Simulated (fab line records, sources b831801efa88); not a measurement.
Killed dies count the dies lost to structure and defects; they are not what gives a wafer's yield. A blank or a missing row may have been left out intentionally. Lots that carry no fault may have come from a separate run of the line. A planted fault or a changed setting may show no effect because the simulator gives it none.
Matching of chambers + flow gf180mcu + GF_V3_CMP_04 on cmp-02: 4 sister chambers
The step polishes SiO2. 8 wafers are shown with their chamber, then 7 later ones without.

== EACH WAFER AND ITS CHAMBER ==
| wafer  | chamber | motorCurrentA (A) | platenRpm (rpm) |
|--------|---------|-------------------|-----------------|
| L351.6 | 1       | 13.1              | 60.09           |
| L352.2 | 1       | 13.0              | 60.01           |
| L352.3 | 0       | 10.6              | 60.02           |
| L354.1 | 0       | 10.7              | 59.91           |
| L354.4 | 3       | 12.4              | 60.04           |
| L354.6 | 2       | 12.8              | 59.95           |
| L355.2 | 3       | 12.4              | 60.00           |
| L355.3 | 2       | 13.2              | 60.01           |

== WAFERS WITHOUT THEIR CHAMBER ==
| wafer  | motorCurrentA (A) | platenRpm (rpm) |
|--------|-------------------|-----------------|
| L355.5 | 12.3              | 60.01           |
| L356.2 | 12.3              | 60.02           |
| L356.4 | 13.5              | 60.02           |
| L356.5 | 13.8              | 60.02           |
| L368.2 | 12.4              | 59.99           |
| L368.4 | 13.0              | 59.99           |
| L368.6 | 12.9              | 60.00           |

== WHICH CHAMBER EACH WENT THROUGH ==
| wafer  | from the rows above     | in truth |
|--------|-------------------------|----------|
| L355.5 | 3                       | 3        |
| L356.2 | 3                       | 3        |
| L356.4 | can't be placed: 1 or 2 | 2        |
| L356.5 | can't be placed: 1 or 2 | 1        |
| L368.2 | 3                       | 3        |
| L368.4 | can't be placed: 2 or 1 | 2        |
| L368.6 | can't be placed: 2 or 1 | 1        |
Correct placement for 3 of the 7. These rows do not allow placing 4 (true chamber among the candidates in 4). Wrongly placed: 0.
How it was worked out, from the rows above alone: a wafer's distance from a chamber is the root of the sum, over the readings, of the square of ((its reading less the chamber's mean) divided by the reading's scatter). The wafer belongs to the nearest chamber; if the next one is less than 2 further off, it can't be placed. A chamber's mean is the mean of its shown wafers. The scatter is the square root of a quotient: the sum, over the shown wafers, of each reading's squared deviation from its chamber's mean, divided by wafers minus chambers.
